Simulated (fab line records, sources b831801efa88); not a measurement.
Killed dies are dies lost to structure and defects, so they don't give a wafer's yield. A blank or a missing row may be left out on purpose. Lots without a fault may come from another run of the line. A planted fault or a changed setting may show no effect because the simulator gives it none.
fab line records | flow gf180mcu | part 2 of 2: steps 27 to 36 of 36
record lots=5 wafers=15 last_day=33
route steps=602 shown LVPWELL@64 MVSD@66 MVPSD@78 VT_IMPLANT@90
lots that met no fault: from a run of the same line without faults
start_h: hours from the record's first day to the start of the lot's first wafer shown | wait_h: hours since the lot's step before | " the same as in the row above | L1.1+2: a row that stands for several wafers | - no value, or no start given | * or withheld: withheld | < > ~ a bound
route shown NAME@n: a module of which the file shows steps, and the number in the route of the first | usual: mean/standard deviation of fault-free wafers | same: alike in all rows | chamber/n: place in a boat | sites: the reading at each site | _std_site: their standard deviation | _edge_site: outer sites' mean less inner sites' | radius_mm: how far each site lies from the wafer's centre | mask NAME#n: copy n | behind: the tool/chamber that last shaped the wafer | hold: why the lot was held/for how many hours/how that ended | device: the transistor (n, p or np) that didn't switch | end of line: the same wafers' tests at the end of the route | a step without rows: its recipe alone | killed: dies lost to structure and defects at the first sort, not the wafer's yield | map: a wafer's dies, x killed, . not, _ none there
set.NAME: the setting as run; set.NAME@STEP: as run at that earlier step | model.NAME: the simulator's own value behind a step, which no gauge read
lots at some steps of the route; a table a step, a row a wafer
services: from which hour (start_h, from the record's first day; less than 0 if before it) a tool's chamber was out of use, for how many hours, and why
## steps
# step GF_VT_IMPLANT_DEHYDRATE_00
# recipe temp_c=200 time_s=60
# usual plate_temp_C=200.00/0.17
# columns lot.wafer tool chamber start_h wait_h plate_temp_C
L077.2 litho_track-03 0 125.75 6.6 199.82
L077.3 " 0 " " 199.77
L077.5 " 0 " " 200.07
L078.2 litho_track-02 0 126.04 6.7 199.69
L078.4 " 0 " " 199.77
L078.5 " 0 " " 199.64
L085.2 litho_track-02 0 173.04 8.3 199.89
L085.4 " 0 " " 199.96
L085.5 " 0 " " 200.03
L086.3 litho_track-04 0 174.47 7.6 200.26
L086.5 " 0 " " 200.04
L086.6 " 0 " " 200.28
L094.3 litho_track-04 0 223.07 7.9 199.96
L094.4 " 0 " " 200.15
L094.6 " 0 " " 200.05
# step GF_VT_IMPLANT_HMDS_01
# recipe prime_time_s=60 prime_temp_c=120
# columns lot.wafer tool chamber start_h wait_h
L077.2+3+5 litho_track-03 0 125.90 0.1
L078.2+4+5 litho_track-02 0 126.19 0.1
L085.2+4+5 litho_track-02 0 173.19 0.1
L086.3+5+6 litho_track-04 0 174.62 0.1
L094.3+4+6 litho_track-04 0 223.22 0.1
# step GF_VT_IMPLANT_COAT_02
# recipe resist=NOVOLAK spin_rpm=3000 resist_thk_nm=1000
# columns lot.wafer tool chamber start_h wait_h
L077.2+3+5 litho_track-03 0 126.05 0.1
L078.2+4+5 litho_track-02 0 126.34 0.1
L085.2+4+5 litho_track-02 0 173.34 0.1
L086.3+5+6 litho_track-04 0 174.77 0.1
L094.3+4+6 litho_track-04 0 223.37 0.1
# step GF_VT_IMPLANT_SOFTBAKE_03
# recipe temp_c=90 time_s=60 resist=NOVOLAK
# usual plate_temp_C=90.00/0.14
# columns lot.wafer tool chamber start_h wait_h plate_temp_C
L077.2 litho_track-03 0 126.20 0.1 89.70
L077.3 " 0 " " 89.90
L077.5 " 0 " " 89.91
L078.2 litho_track-02 0 126.49 0.1 90.08
L078.4 " 0 " " 89.98
L078.5 " 0 " " 90.14
L085.2 litho_track-02 0 173.49 0.1 89.83
L085.4 " 0 " " 89.85
L085.5 " 0 " " 90.08
L086.3 litho_track-04 0 174.92 0.1 90.09
L086.5 " 0 " " 90.07
L086.6 " 0 " " 90.07
L094.3 litho_track-04 0 223.52 0.1 89.98
L094.4 " 0 " " 90.02
L094.6 " 0 " " 89.95
# step GF_VT_IMPLANT_EXPOSE_04
# recipe mask_id=LVPWELL_LV_AREA target_cd_nm=600 na=0.6 source_shape=conventional sigma_outer=0.6 dose_mj=140
# usual exposure_dose_mJ_cm2=140.03/0.15 reticle_temp_C=23.03/0.088
# columns lot.wafer tool chamber start_h wait_h mask exposure_dose_mJ_cm2 reticle_temp_C
L077.2 iline_stepper-02 0 - - LVPWELL_LV_AREA#0 140.13 23.01
L077.3 " 0 " " LVPWELL_LV_AREA#0 140.11 23.20
L077.5 " 0 " " LVPWELL_LV_AREA#0 140.17 23.20
L078.2 iline_stepper-01 0 - - LVPWELL_LV_AREA#0 139.96 22.97
L078.4 " 0 " " LVPWELL_LV_AREA#0 140.02 23.08
L078.5 " 0 " " LVPWELL_LV_AREA#0 140.05 22.92
L085.2 iline_stepper-01 0 - - LVPWELL_LV_AREA#0 139.95 22.98
L085.4 " 0 " " LVPWELL_LV_AREA#0 139.93 23.05
L085.5 " 0 " " LVPWELL_LV_AREA#0 139.93 22.99
L086.3 iline_stepper-01 0 - - LVPWELL_LV_AREA#0 140.02 22.85
L086.5 " 0 " " LVPWELL_LV_AREA#0 139.96 22.94
L086.6 " 0 " " LVPWELL_LV_AREA#0 139.96 22.94
L094.3 iline_stepper-01 0 - - LVPWELL_LV_AREA#0 140.12 23.03
L094.4 " 0 " " LVPWELL_LV_AREA#0 140.05 23.01
L094.6 " 0 " " LVPWELL_LV_AREA#0 140.05 22.94
# step GF_VT_IMPLANT_PEB_05
# recipe temp_c=withheld time_s=* resist=NOVOLAK
# columns lot.wafer tool chamber start_h wait_h
L077.2+3+5 litho_track-03 0 - -
L078.2+4+5 litho_track-02 0 - -
L085.2+4+5 litho_track-03 0 - -
L086.3+5+6 litho_track-02 0 - -
L094.3+4+6 litho_track-04 0 - -
# step GF_VT_IMPLANT_DEVELOP_06
# recipe develop_time_s=60 dev_temp_c=23
# columns lot.wafer tool chamber start_h wait_h
L077.2+3+5 litho_track-03 0 133.65 0.1
L078.2+4+5 litho_track-02 0 133.84 0.1
L085.2+4+5 litho_track-03 0 181.45 0.1
L086.3+5+6 litho_track-02 0 183.32 0.1
L094.3+4+6 litho_track-04 0 231.72 0.1
# step GF_VT_IMPLANT_OVL_MEAS_07
# usual VT_IMPLANT_OVL=0.5/1.3
# columns lot.wafer tool chamber start_h wait_h VT_IMPLANT_OVL[nm]
L077.2 overlay-02 - 133.78 0.1 -1.0
L077.3 " - " " -0.3
L077.5 " - " " 0.1
L078.2 overlay-02 - 133.97 0.1 -0.9
L078.4 " - " " -1.4
L078.5 " - " " 2.2
L085.2 overlay-01 - 181.58 0.1 0.7
L085.4 " - " " 1.2
L085.5 " - " " -0.4
L086.3 overlay-02 - 183.43 0.1 -0.2
L086.5 " - " " 2.8
L086.6 " - " " 1.1
L094.3 overlay-01 - 231.83 0.1 -1.1
L094.4 " - " " -2.7
L094.6 " - " " 0.3
# step GF_VT_IMPLANT_IMPLANT_08
# recipe species=BF2 energy_kev=20 dose_cm2=8.29e+12 tilt_deg=7
# usual end_station_pressure_torr=5.03e-06/2.7e-07
# columns lot.wafer tool chamber start_h wait_h end_station_pressure_torr
L077.2 implanter-02 0 133.84 0.0 5.36e-06
L077.3 " 0 " " 5.4e-06
L077.5 " 0 " " 4.72e-06
L078.2 implanter-04 0 134.03 0.0 4.89e-06
L078.4 " 0 " " 5.28e-06
L078.5 " 0 " " 5.19e-06
L085.2 implanter-02 0 181.64 0.0 4.8e-06
L085.4 " 0 " " 5.47e-06
L085.5 " 0 " " 4.83e-06
L086.3 implanter-01 0 183.50 0.1 5.16e-06
L086.5 " 0 " " 5.26e-06
L086.6 " 0 " " 5.35e-06
L094.3 implanter-04 0 231.91 0.1 5.11e-06
L094.4 " 0 " " 4.78e-06
L094.6 " 0 " " 5.22e-06
# step GF_VT_IMPLANT_STRIP_09
# recipe chemistry=O2/N2 power_w=1400 pressure_mtorr=1500 platen_temp_c=250 o2_flow_sccm=3000 n2_flow_sccm=300 overash_fraction=0.5
# usual drypump_motor_current_A=5.6/0.41 heater_power_w=337/36 oes_product_au=0.717/0.0046 platen_temp_c=250.05/0.17 strip_time_to_endpoint_s=12.62/0.044
# columns lot.wafer tool chamber start_h wait_h drypump_motor_current_A heater_power_w oes_product_au platen_temp_c rf_hours_counter_h strip_time_to_endpoint_s
L077.2 plasma_asher-04 0 133.96 0.1 5.5 396 0.717 250.22 32 12.62
L077.3 " 1 " " 4.9 330 0.719 250.00 - 12.65
L077.5 " 1 " " 4.9 328 0.720 249.99 - 12.66
L078.2 plasma_asher-01 1 134.15 0.1 6.0 289 0.719 250.14 50 12.66
L078.4 " 1 " " 6.1 300 0.721 250.05 - 12.64
L078.5 " 1 " " 6.1 294 0.717 249.84 - 12.64
L085.2 plasma_asher-01 1 181.76 0.1 6.0 298 0.723 250.15 54 12.61
L085.4 " 1 " " 6.0 305 0.725 250.00 - 12.66
L085.5 " 0 " " 5.9 348 0.721 250.17 - 12.62
L086.3 plasma_asher-04 0 183.64 0.1 5.5 386 0.718 249.92 - 12.59
L086.5 " 1 " " 4.9 327 0.720 250.04 - 12.63
L086.6 " 0 " " 5.5 400 0.717 249.78 - 12.59
L094.3 plasma_asher-04 1 232.04 0.1 4.9 329 0.715 249.87 - 12.61
L094.4 " 0 " " 5.5 398 0.717 250.19 - 12.56
L094.6 " 1 " " 4.9 332 0.719 250.04 - 12.61
## services
# columns tool chamber start_h hours kind
plasma_asher-03 - 73.00 2.8 pm
implanter-03 - 73.34 2.4 repair
plasma_asher-02 - 80.00 2.8 pm
iline_stepper-01 0 107.46 - calibration
plasma_asher-03 - 108.75 9.0 pm
plasma_asher-03 0 108.75 9.0 vent_cycle
plasma_asher-03 1 108.75 9.0 vent_cycle
plasma_asher-03 0 117.75 - clean
plasma_asher-03 1 117.75 - clean
implanter-03 - 132.23 3.5 repair
implanter-04 - 140.13 2.1 repair
implanter-03 - 144.41 2.6 repair
iline_stepper-02 0 145.86 - calibration
iline_stepper-01 - 147.49 11.0 repair
plasma_asher-01 - 153.74 2.8 pm
iline_stepper-02 - 159.84 8.9 pm
iline_stepper-02 - 168.73 1.7 pm
implanter-03 - 190.18 1.7 repair
implanter-02 - 201.56 7.7 pm
plasma_asher-03 - 207.45 6.0 repair
implanter-03 - 211.08 114.6 pm
implanter-01 - 211.50 1.3 repair
litho_track-01 - 228.18 - consumable_replace:filter
